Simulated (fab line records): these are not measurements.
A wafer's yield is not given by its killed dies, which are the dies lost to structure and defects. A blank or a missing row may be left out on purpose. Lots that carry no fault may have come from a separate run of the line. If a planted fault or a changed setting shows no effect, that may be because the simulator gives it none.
fab line records	flow sky130
record: lots: 15	wafers: 45	last-day: 50
route steps=708 shown VIA3@597 PAD_OPEN@708
lots with no fault: from the same line, run without faults
start-h: hours from the record's first day to the start of the lot's first wafer shown	wait-h: how many hours have passed since the lot's step before this one	" the same as in the row above	L1.1+2: one row covering several wafers at once	- value missing, or start not given	* or withheld: withheld	< > ~ a bound
route shown NAME@n: NAME is a module with steps in the file, n the number in the route of the first one	usual: the fault-free wafers' mean and standard deviation	same: alike in all rows	chamber/n: place in a boat	sites: readings site by site	_std_site: standard deviation across them	_edge_site: mean of outer sites minus mean of inner sites	radius-mm: for every site, how far away it sits from the centre of the wafer	mask NAME#n: copy n	behind: the last tool/chamber to shape the wafer	hold: the reason the lot was held/the length of the hold in hours/how it ended	device: the n, p or np transistor that did not switch	end of line: tests of these same wafers at the route's end	a step without rows: its recipe alone	killed: not the wafer's yield, but the dies lost to structure and defects at the first sort	map: the dies of a wafer, with x for killed, . for not killed, _ for no die there
set.NAME: the setting that was run; set.NAME@STEP: the one run at that earlier step	model.NAME: the simulator's own value behind a step, which no gauge read
one table for each step of the route and one row for each wafer, over a sample of lots
services: a tool's chamber out of use, with start hour (start-h, from the record's first day; less than 0 if before it), hours out, and reason
== steps ==
step: SKY_VIA3_CMP_24
recipe: stop-on: SiO2	t-overpolish-s: 20	down-force-psi: 3.5	platen-rpm: 60	target-thk-nm: 0	pad-velocity-m-s: 0.94248
usual: motor-current-A: 11.3/1.1	overpolish-run-s: 19.999/0.0086	platen-rpm: 60.00/0.039	time-to-endpoint-s: 95/4
same: t-overpolish-s: 20
lot.wafer	tool	chamber	start-h	wait-h	motor-current-A	overpolish-run-s	platen-rpm	time-to-endpoint-s
L379.3	cmp-01	0	942.31	0.1	11.5	19.994	60.04	103
L379.4	"	2	"	"	8.7	19.997	59.99	106
L379.6	"	3	"	"	11.1	19.995	59.97	110
L380.2	cmp-02	2	947.02	0.0	11.0	20.000	60.03	95
L380.1	"	3	"	"	10.1	20.013	59.99	96
L380.6	"	2	"	"	11.2	20.000	60.02	93
L381.4	cmp-01	3	974.96	0.3	11.3	0.037	60.00	150
L381.6	"	1	"	"	12.2	0.041	60.00	150
L381.5	"	2	"	"	9.2	0.041	59.99	152
L382.3	cmp-01	3	981.32	0.1	10.9	0.046	59.96	149
L382.5	"	2	"	"	9.5	0.037	59.91	149
L382.6	"	3	"	"	11.6	0.043	60.00	148
L383.4	cmp-01	2	993.22	0.1	9.3	0.034	60.03	148
L383.1	"	3	"	"	11.5	0.044	59.97	150
L383.6	"	0	"	"	11.4	0.032	60.01	148
L384.4	cmp-02	3	996.48	0.0	9.9	20.002	59.95	96
L384.2	"	2	"	"	11.0	19.996	60.04	93
L384.5	"	3	"	"	10.1	20.007	59.98	97
L390.2	cmp-02	1	1024.63	0.0	12.6	19.995	59.98	92
L390.4	"	3	"	"	10.4	19.998	60.03	95
L390.5	"	1	"	"	12.2	20.000	60.01	93
L391.1	cmp-02	1	1033.54	0.1	13.6	20.001	60.07	93
L391.6	"	3	"	"	10.5	20.004	60.04	94
L391.5	"	0	"	"	11.7	19.995	59.98	96
L393.1	cmp-02	0	1034.15	0.1	11.5	20.011	59.98	95
L393.6	"	3	"	"	10.1	19.999	60.07	95
L393.5	"	0	"	"	11.6	19.993	59.98	97
L394.3	cmp-02	0	1040.26	0.0	11.9	19.984	59.99	95
L394.6	"	0	"	"	11.8	19.998	59.96	98
L394.5	"	1	"	"	12.5	19.996	60.07	93
L396.3	cmp-01	1	1061.21	0.1	12.5	19.995	59.99	87
L396.4	"	2	"	"	9.3	20.003	59.98	94
L396.1	"	3	"	"	11.2	20.001	60.01	95
L397.4	cmp-01	3	1072.83	0.0	10.9	19.993	59.92	96
L397.2	"	0	"	"	11.8	20.014	59.97	90
L397.5	"	0	"	"	11.9	19.996	60.00	91
L399.4	cmp-01	3	1075.38	0.0	11.5	20.001	59.96	97
L399.2	"	1	"	"	11.8	19.997	59.97	92
L399.6	"	0	"	"	12.1	20.022	60.04	95
L398.4	cmp-02	2	1077.03	0.0	11.4	19.983	59.95	93
L398.2	"	0	"	"	11.3	19.989	59.97	92
L398.6	"	3	"	"	10.4	19.990	59.96	91
L400.1	cmp-02	3	1083.02	0.1	10.8	20.000	60.01	92
L400.4	"	0	"	"	11.4	20.003	60.01	95
L400.3	"	2	"	"	11.2	19.989	60.03	94
step: SKY_PAD_OPEN_PROBE_99
usual: defect-limited-yield: 82.7/1.9	killed_at_M0_to_M3: 43/6.8	killed_at_M4_up: 3.0/1.8	killed-at-contacts: 23/5.4	killed-at-front-end: 15/4.4	killed-at-other: 0.3/0.51	killed-dies: 85/9.2	killed-on-rim: 17/3.7	killed-open: 47/6.8	killed-short: 39/6.8	sort_bin_3_pad_short: 0.8/0.43	sort_bin_5_function: 10.3/1.5	sort_bin_6_memory: 6.2/0.96	sort-n-pass: 407/9.2	sort-yield-pct: 82.7/1.9
same: gross-dies: 492	killed-at-back-side: 0	sort_bin_4_leakage[%]: 0	sort_bin_8_speed[%]: 0
lot.wafer	tool	chamber	start-h	wait-h	defect-limited-yield[%]	killed_at_M0_to_M3	killed_at_M4_up	killed-at-contacts	killed-at-front-end	killed-at-other	killed-dies	killed-on-rim	killed-open	killed-short	sort_bin_3_pad_short[%]	sort_bin_5_function[%]	sort_bin_6_memory[%]	sort-n-pass	sort-yield-pct[%]
L381.4	prober-02	-	1113.02	0.2	0	449	1	20	21	1	492	96	32	40	86.2	8.7	5.1	0	0
L381.5	prober-02	-	1113.07	0.2	0	436	6	34	16	0	492	96	54	45	81.5	12.2	6.3	0	0
L381.6	prober-02	-	1113.12	0.2	0	445	2	33	12	0	492	96	40	42	84.3	8.9	6.7	0	0
L382.3	prober-01	-	1118.18	0.2	0	453	2	23	14	0	492	96	45	39	83.5	10.4	6.1	0	0
L382.5	prober-01	-	1118.28	0.2	0	450	1	17	24	0	492	96	43	38	83.7	10.4	5.9	0	0
L382.6	prober-01	-	1118.33	0.2	0	445	3	20	22	2	492	96	59	36	82.3	10.4	7.3	0	0
L383.1	prober-02	-	1128.47	0.1	0	466	2	19	5	0	492	96	41	28	86.4	7.9	5.7	0	0
L383.4	prober-02	-	1128.62	0.2	0	458	4	18	11	1	492	96	51	35	83.3	9.8	6.9	0	0
L383.6	prober-02	-	1128.72	0.2	0	449	4	25	14	0	492	96	50	35	83.5	9.8	6.7	0	0
L390.2	prober-01	-	1155.89	0.1	82.7	42	5	29	9	0	85	18	42	42	1.4	10.0	5.9	407	82.7
L390.4	prober-01	-	1155.99	0.2	79.5	46	2	34	19	0	101	21	56	45	0.6	12.4	7.5	391	79.5
L390.5	prober-01	-	1156.04	0.2	82.9	36	2	36	9	1	84	19	43	40	0.8	11.0	5.3	408	82.9
L391.1	prober-02	-	1162.78	0.1	81.9	39	2	30	18	0	89	21	52	37	1.0	10.4	6.7	403	81.9
L391.5	prober-02	-	1162.98	0.2	79.5	53	2	29	16	1	101	19	60	41	0.4	14.2	5.9	391	79.5
L391.6	prober-02	-	1163.03	0.2	86.6	32	4	12	17	1	66	24	37	29	0.8	7.5	5.1	426	86.6
L394.3	prober-01	-	1166.34	0.2	82.9	44	4	16	19	1	84	16	52	32	0.6	8.5	7.9	408	82.9
L394.5	prober-01	-	1166.44	0.2	84.6	43	2	18	13	0	76	16	48	28	0.8	8.1	6.5	416	84.6
L394.6	prober-01	-	1166.49	0.2	80.7	52	2	18	22	1	95	14	54	41	0.2	11.0	8.1	397	80.7
L397.2	prober-02	-	1191.59	0.1	82.3	36	4	27	19	1	87	21	41	46	0.4	11.4	5.9	405	82.3
L397.4	prober-02	-	1191.69	0.2	82.7	42	4	19	20	0	85	13	50	35	0.8	11.0	5.5	407	82.7
L397.5	prober-02	-	1191.74	0.2	83.7	40	2	24	14	0	80	15	54	26	0.2	9.3	6.7	412	83.7
L400.1	prober-01	-	1199.54	0.1	79.1	54	2	37	10	0	103	28	60	43	1.2	11.8	7.9	389	79.1
L400.3	prober-01	-	1199.64	0.2	80.1	54	4	27	13	0	98	15	58	40	1.0	13.0	5.9	394	80.1
L400.4	prober-01	-	1199.69	0.2	81.3	52	3	17	20	0	92	15	43	49	0.8	12.6	5.3	400	81.3
killed by level:class
L381.4 VIA3:area-cmp=420 FIELD_ISO:geometric-particle:short=8 VIA1:geometric-particle:open=8 LI_CONTACT:geometric-particle:open=6 CONTACT:geometric-particle:open=6 POLY_GATE:geometric-particle:short=5 CONTACT:geometric-particle:short=5 METAL1:geometric-particle:short=5
L381.5 VIA3:area-cmp=393 LI_CONTACT:geometric-particle:open=13 VIA1:geometric-particle:open=13 LOCAL_INTERCONNECT:geometric-particle:short=7 CONTACT:geometric-particle:open=7 VIA2:geometric-particle:open=6 LI_CONTACT:geometric-particle:short=5 FIELD_ISO:geometric-particle:open=4
L381.6 VIA3:area-cmp=410 LI_CONTACT:geometric-particle:open=11 METAL1:geometric-particle:short=10 LOCAL_INTERCONNECT:geometric-particle:short=7 CONTACT:geometric-particle:open=6 METAL2:geometric-particle:short=6 FIELD_ISO:geometric-particle:open=5 VIA2:geometric-particle:open=5
L382.3 VIA3:area-cmp=408 VIA1:geometric-particle:open=10 LI_CONTACT:geometric-particle:open=8 VIA2:geometric-particle:open=8 METAL1:geometric-particle:short=7 CONTACT:geometric-particle:open=6 VIA3:geometric-particle:open=5 FIELD_ISO:geometric-particle:short=4
L382.5 VIA3:area-cmp=411 VIA1:geometric-particle:open=11 POLY_GATE:geometric-particle:short=9 CONTACT:geometric-particle:open=7 VIA2:geometric-particle:short=5 METAL2:geometric-particle:open=4 METAL2:geometric-particle:short=4 VIA2:geometric-particle:open=4
L382.6 VIA3:area-cmp=397 VIA1:geometric-particle:open=15 VIA2:geometric-particle:open=9 FIELD_ISO:geometric-particle:open=8 LI_CONTACT:geometric-particle:open=7 CONTACT:geometric-particle:open=6 VIA1:geometric-particle:short=5 VIA2:geometric-particle:short=5
L383.1 VIA3:area-cmp=423 VIA3:geometric-particle:open=12 LI_CONTACT:geometric-particle:open=7 VIA2:geometric-particle:open=7 VIA1:geometric-particle:open=7 VIA1:geometric-particle:short=5 VIA3:geometric-particle:short=4 CONTACT:geometric-particle:short=4
L383.4 VIA3:area-cmp=406 VIA3:geometric-particle:open=9 VIA1:geometric-particle:open=8 VIA2:geometric-particle:open=8 LI_CONTACT:geometric-particle:open=7 VIA1:geometric-particle:short=7 CONTACT:geometric-particle:open=6 FIELD_ISO:geometric-particle:open=4
L383.6 VIA3:area-cmp=407 CONTACT:geometric-particle:open=8 VIA1:geometric-particle:open=8 VIA3:geometric-particle:open=8 METAL1:geometric-particle:short=6 POLY_GATE:geometric-particle:short=5 LOCAL_INTERCONNECT:geometric-particle:open=5 VIA2:geometric-particle:open=5
L390.2 LI_CONTACT:geometric-particle:open=9 VIA3:geometric-particle:open=8 VIA1:geometric-particle:open=8 LI_CONTACT:geometric-particle:short=7 VIA2:geometric-particle:open=7 CONTACT:geometric-particle:open=6 VIA3:geometric-particle:short=5 FIELD_ISO:geometric-particle:short=4
L390.4 CONTACT:geometric-particle:open=17 METAL1:geometric-particle:short=8 VIA3:geometric-particle:open=7 VIA1:geometric-particle:open=7 LI_CONTACT:geometric-particle:open=7 POLY_GATE:geometric-particle:short=6 POLY_GATE:geometric-particle:open=6 METAL2:geometric-particle:short=6
L390.5 VIA3:geometric-particle:open=9 LI_CONTACT:geometric-particle:open=9 CONTACT:geometric-particle:open=8 LOCAL_INTERCONNECT:geometric-particle:short=6 CONTACT:geometric-particle:short=6 LI_CONTACT:geometric-particle:short=5 VIA1:geometric-particle:open=5 VIA1:geometric-particle:short=4
L391.1 CONTACT:geometric-particle:open=14 VIA1:geometric-particle:open=12 POLY_GATE:geometric-particle:open=6 LOCAL_INTERCONNECT:geometric-particle:short=6 METAL2:geometric-particle:short=6 CONTACT:geometric-particle:short=6 FIELD_ISO:geometric-particle:open=5 METAL1:geometric-particle:short=4
L391.5 VIA1:geometric-particle:open=15 CONTACT:geometric-particle:open=11 METAL2:geometric-particle:short=10 VIA2:geometric-particle:open=7 LI_CONTACT:geometric-particle:open=6 VIA3:geometric-particle:open=6 FIELD_ISO:geometric-particle:open=5 VIA2:geometric-particle:short=4
L391.6 VIA1:geometric-particle:open=8 POLY_GATE:geometric-particle:short=5 LI_CONTACT:geometric-particle:open=4 FIELD_ISO:geometric-particle:open=4 VIA1:geometric-particle:short=4 METAL2:geometric-particle:open=4 VIA2:geometric-particle:open=4 LOCAL_INTERCONNECT:geometric-particle:short=3
L394.3 VIA1:geometric-particle:open=13 FIELD_ISO:geometric-particle:open=7 LI_CONTACT:geometric-particle:open=6 VIA2:geometric-particle:open=6 VIA1:geometric-particle:short=5 FIELD_ISO:geometric-particle:short=4 CONTACT:geometric-particle:open=4 METAL1:geometric-particle:short=4
L394.5 CONTACT:geometric-particle:open=11 VIA1:geometric-particle:open=7 FIELD_ISO:geometric-particle:open=6 METAL2:geometric-particle:short=6 VIA3:geometric-particle:open=6 LI_CONTACT:geometric-particle:open=5 VIA2:geometric-particle:open=5 POLY_GATE:geometric-particle:short=4
L394.6 VIA1:geometric-particle:open=12 VIA3:geometric-particle:open=8 VIA2:geometric-particle:open=7 FIELD_ISO:geometric-particle:short=6 FIELD_ISO:geometric-particle:open=6 CONTACT:geometric-particle:open=6 CONTACT:geometric-particle:short=5 VIA2:geometric-particle:short=5
L397.2 CONTACT:geometric-particle:open=12 METAL2:geometric-particle:short=8 LI_CONTACT:geometric-particle:open=6 VIA1:geometric-particle:open=6 CONTACT:geometric-particle:short=5 METAL1:geometric-particle:short=5 FIELD_ISO:geometric-particle:open=4 POLY_GATE:geometric-particle:short=4
L397.4 VIA1:geometric-particle:open=13 POLY_GATE:geometric-particle:open=7 CONTACT:geometric-particle:open=7 METAL2:geometric-particle:short=6 VIA3:geometric-particle:open=6 POLY_GATE:geometric-particle:short=5 VIA2:geometric-particle:open=5 VIA1:geometric-particle:short=4
L397.5 VIA1:geometric-particle:open=12 CONTACT:geometric-particle:open=10 VIA2:geometric-particle:open=7 VIA3:geometric-particle:open=7 POLY_GATE:geometric-particle:open=5 LI_CONTACT:geometric-particle:open=5 METAL1:geometric-particle:short=5 FIELD_ISO:geometric-particle:open=3
L400.1 LI_CONTACT:geometric-particle:open=12 VIA2:geometric-particle:open=12 CONTACT:geometric-particle:open=12 VIA1:geometric-particle:open=8 VIA3:geometric-particle:open=8 CONTACT:geometric-particle:short=7 VIA1:geometric-particle:short=6 VIA2:geometric-particle:short=6
L400.3 VIA1:geometric-particle:open=14 CONTACT:geometric-particle:open=13 VIA3:geometric-particle:open=7 METAL2:geometric-particle:short=6 LI_CONTACT:geometric-particle:short=6 METAL1:geometric-particle:short=6 VIA2:geometric-particle:open=6 LI_CONTACT:geometric-particle:open=4
L400.4 VIA1:geometric-particle:open=12 FIELD_ISO:geometric-particle:open=8 VIA1:geometric-particle:short=8 CONTACT:geometric-particle:open=7 METAL1:geometric-particle:short=6 FIELD_ISO:geometric-particle:short=5 VIA2:geometric-particle:short=5 METAL2:geometric-particle:short=5
== services ==
tool	chamber	start-h	hours	kind
cmp-02	-	974.49	5.3	repair
cmp-01	-	982.13	6.0	pm
cmp-01	-	991.32	1.5	repair
cmp-02	-	1067.90	1.6	repair
== key ==
first-sign: step: SKY_VIA3_CMP_24	reading: overpolish-run-s	direction: down	sigmas: 99+	usual: 19.999	struck: 0.040
effect: step: SKY_VIA3_CMP_24	reading: time-to-endpoint-s	direction: up	sigmas: 13	usual: *	struck: *
effect: step: SKY_PAD_OPEN_PROBE_99	reading: sort_bin_3_pad_short	direction: up	sigmas: 99+	usual: 0.8	struck: 83.9
more-kills-born-at: SKY_VIA3_CMP_24@cmp-01: 3675
met-at SKY_VIA3_CMP_24
struck-lots L381,L382,L383
later-rows-left-out L381.4,L381.5,L381.6,L382.3,L382.5,L382.6,L383.1,L383.4,L383.6
onset-between 942.31 974.96
fault: kind: process-parameter-drift	tool: cmp-01	chamber: -	onset-h: 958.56	steps: SKY_VIA3_CMP_24	channel: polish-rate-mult	offset: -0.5	shape: step	end-h: 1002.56
later-rows-left-out: the simulator's readings of these wafers behind a module that went badly wrong aren't trusted and aren't shown, but for the sort
